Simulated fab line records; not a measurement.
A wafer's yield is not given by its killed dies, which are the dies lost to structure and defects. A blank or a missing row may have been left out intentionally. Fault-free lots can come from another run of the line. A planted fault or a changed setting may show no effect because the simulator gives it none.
Struck lot and sound lot, side by side    flow sky130    31 out of 708 route steps
Sound: these wafers, L697.3, L697.4, L697.5. Struck: wafer L709.5 (L709.2, L709.6, from the same lot, were not struck and are left out); the cause is given at the end.
Per side, at each step with rows, come the tool, then ch with its chambers, and then its first start. Under that, the readings that differ: sound wafers    struck wafers    difference of the means    sigmas: that difference in standard deviations of wafers without a fault.
alike: readings whose means differ by less than 2 such deviations, and words and numbers that are the same on both sides. not compared: withheld readings, readings that some wafer has no value for, bounds like >300 that may hide the same value, and numbers for which the record gives no deviation and whose values overlap.
The two part at a step that has a row with sigmas, a row that says differs or no value, or rows on one side only. Numbers that don't overlap but have no deviation are shown without sigmas and don't part them. A reading that every wafer of one side lacks parts them only if that side has two wafers or more.

SKY_LI_CONTACT_OVL_MEAS_13:
  struck on overlay-01, day 33 00:40; sound on overlay-02, day 28 15:14
  alike: LI_CONTACT_OVL
SKY_LI_CONTACT_ETCH_14: etches BARC in N2/H2, stops on SiO2, time 45.9 s, target depth 60 nm.
  sound on rie_diel-02 ch 1,2, day 28 15:15; struck on rie_diel-02 ch 2, day 33 00:42
  alike: drypump_motor_current_A, oes_product_au, throttle_valve_pct
  not compared: rf_hours_counter_h
then, 5 steps without rows for these wafers: SKY_LI_CONTACT_ETCH_15 (etches PSG in C4F8/O2/Ar, stops on Si, target depth 600 nm); SKY_LI_CONTACT_STRIP_16 (strips in O2/N2); SKY_LI_CONTACT_CLEAN_17 (cleans in NMP, time 600 s); SKY_LI_CONTACT_PRE_CLEAN_18 (time 5.6 s); SKY_LI_CONTACT_SPUTTER_19 (material Ti, target thk 20 nm, time 106.37 s).
SKY_LI_CONTACT_SPUTTER_20: material TiN, target thk 20 nm, time 80 s.
  struck on pvd_sputter-03, day 33 01:13; sound on pvd_sputter-01, day 28 15:45
  alike: throttle_valve_pct
SKY_LI_CONTACT_CVD_21: deposits W, target thk 400 nm, time 120.56 s.
  sound on cvd_w-02 ch 0,1, day 28 15:51; struck on cvd_w-01 ch 1, day 33 01:17
  alike: heater_power_w
SKY_LI_CONTACT_RS_MEAS_22: measurement is done with a four-point probe.
  struck on film_metro-03, day 33 01:25; sound on film_metro-03, day 28 15:59
  alike: LI_CONTACT_W_RS
SKY_LI_CONTACT_THK_MEAS_23: measures by xrf.
  struck on film_metro-03, day 33 01:32; sound on film_metro-03, day 28 16:05
  alike: LI_CONTACT_W_THK
SKY_LI_CONTACT_CMP_24: polishes, stops on PSG, t overpolish 20 s, target thk 0 nm.
  sound on cmp-01 ch 0,1, day 28 16:07; struck on cmp-02 ch 3, day 33 01:38
reading               sound                 struck  difference  sigmas
overpolish_run_s (s)  19.985 20.003 19.983  20.010  +0.020      +2
  alike: motor_current_A, time_to_endpoint_s
SKY_LOCAL_INTERCONNECT_SPUTTER_00: material TiN, target thk 100 nm, time 83.3 s.
  struck on pvd_sputter-04, day 33 01:53; sound on pvd_sputter-02, day 28 16:25
reading                                                 sound              struck  difference  sigmas
model.TiN_of_LOCAL_INTERCONNECT_SPUTTER_00.thk_nm (nm)  100.1 101.7 98.93  81.4    -18.8       
  alike: throttle_valve_pct
SKY_LOCAL_INTERCONNECT_RS_MEAS_01: measurement is done with a four-point probe.
  struck on film_metro-02, day 33 01:58; sound on film_metro-01, day 28 16:31
reading                             sound              struck  difference  sigmas
LOCAL_INTERCONNECT_TIN_RS (ohm/sq)  14.12 13.93 14.31  17.59   +3.47       +20
SKY_LOCAL_INTERCONNECT_THK_MEAS_02: measures by xrf.
  struck on film_metro-02, day 33 02:05; sound on film_metro-01, day 28 16:37
reading                          sound            struck  difference  sigmas
LOCAL_INTERCONNECT_TIN_THK (nm)  99.7 101.3 98.9  81.7    -18.3       -15
then, 8 steps without rows for these wafers: SKY_LOCAL_INTERCONNECT_DEHYDRATE_03 (time 60 s); SKY_LOCAL_INTERCONNECT_HMDS_04 (prime time 60 s); SKY_LOCAL_INTERCONNECT_COAT_05 (resist thk 60 nm); SKY_LOCAL_INTERCONNECT_COAT_06 (resist thk 450 nm); SKY_LOCAL_INTERCONNECT_SOFTBAKE_07 (time 90 s); SKY_LOCAL_INTERCONNECT_EXPOSE_08 (exposes mask LI1M, target cd 170 nm); SKY_LOCAL_INTERCONNECT_PEB_09; SKY_LOCAL_INTERCONNECT_DEVELOP_10 (develop time 60 s).
SKY_LOCAL_INTERCONNECT_CD_MEAS_11: the cd target is 170 nm.
  struck on cd_sem-01, day 34 04:19; sound on cd_sem-01, day 29 20:16
  alike: cd_nm
SKY_LOCAL_INTERCONNECT_OVL_MEAS_12:
  struck on overlay-02, day 34 04:25; sound on overlay-01, day 29 20:22
  alike: LOCAL_INTERCONNECT_OVL
then, 1 step without rows for these wafers: SKY_LOCAL_INTERCONNECT_ETCH_13 (etches BARC in N2/H2, stops on SiO2, time 45.9 s, target depth 60 nm).
SKY_LOCAL_INTERCONNECT_METAL_ETCH_14: etches TiN in Cl2/BCl3, stops on PSG, target depth 110 nm, time 31.4 s.
  sound on rie_metal-04 ch 0,1, day 29 20:28; struck on rie_metal-04 ch 1, day 34 04:36
reading                 sound                 struck  difference  sigmas
oes_product_au (a.u.)   0.939 0.951 0.941     0.841   -0.103      -13
throttle_valve_pct (%)  21.892 21.893 21.912  21.955  +0.056      +6
  alike: bcl3_flow_sccm, drypump_motor_current_A, he_backside_leak_sccm
  not compared: rf_hours_counter_h
SKY_LOCAL_INTERCONNECT_STRIP_15: strips in O2/N2.
  sound on plasma_asher-04 ch 0,1, day 29 20:32; struck on plasma_asher-03 ch 0, day 34 04:41
  alike: drypump_motor_current_A, oes_product_au, strip_time_to_endpoint_s
  not compared: rf_hours_counter_h
SKY_LOCAL_INTERCONNECT_STRIP_16: strips in post etch residue remover, time 1200 s.
  sound on wet_bench-04 ch 1, day 29 20:36; struck on wet_bench-02 ch 1, day 34 04:47
reading                                                 sound              struck  difference  sigmas
model.TiN_of_LOCAL_INTERCONNECT_SPUTTER_00.thk_nm (nm)  99.68 101.2 98.52  80.98   -18.82      
then, 1 step without rows for these wafers: SKY_LOCAL_INTERCONNECT_CLEAN_17 (cleans in IPA, time 180 s).
-- here the record skips 14 days between the struck wafers' starts before and after, leaving off in module LOCAL_INTERCONNECT and picking up in module PAD_OPEN (first step shown: number 708 of the route) --
SKY_PAD_OPEN_PROBE_99:
  struck on prober-01, day 48 14:31; sound on prober-01, day 45 11:13
reading                         sound              struck  difference  sigmas
killed_at_contacts              24 19 14           31      +12         +2
model.etest.res_li.line_ohm_um  78.04 75.34 77.04  93.3    +16.5       
model.etest.res_li.rs_ohm_sq    12.87 12.59 12.98  15.93   +3.12       
model.etest.mcon_chain.rc_ohm   17.06 16.59 16.83  17.85   +1.02       
  alike: killed_at_M0_to_M3, killed_at_M4_up, killed_at_front_end, killed_at_other, killed_dies, killed_on_rim, killed_open, killed_short

WHERE THEY PART
Last at SKY_PAD_OPEN_PROBE_99 as far as this record goes, first at SKY_LI_CONTACT_CMP_24.

WHY: the cause the simulator had injected
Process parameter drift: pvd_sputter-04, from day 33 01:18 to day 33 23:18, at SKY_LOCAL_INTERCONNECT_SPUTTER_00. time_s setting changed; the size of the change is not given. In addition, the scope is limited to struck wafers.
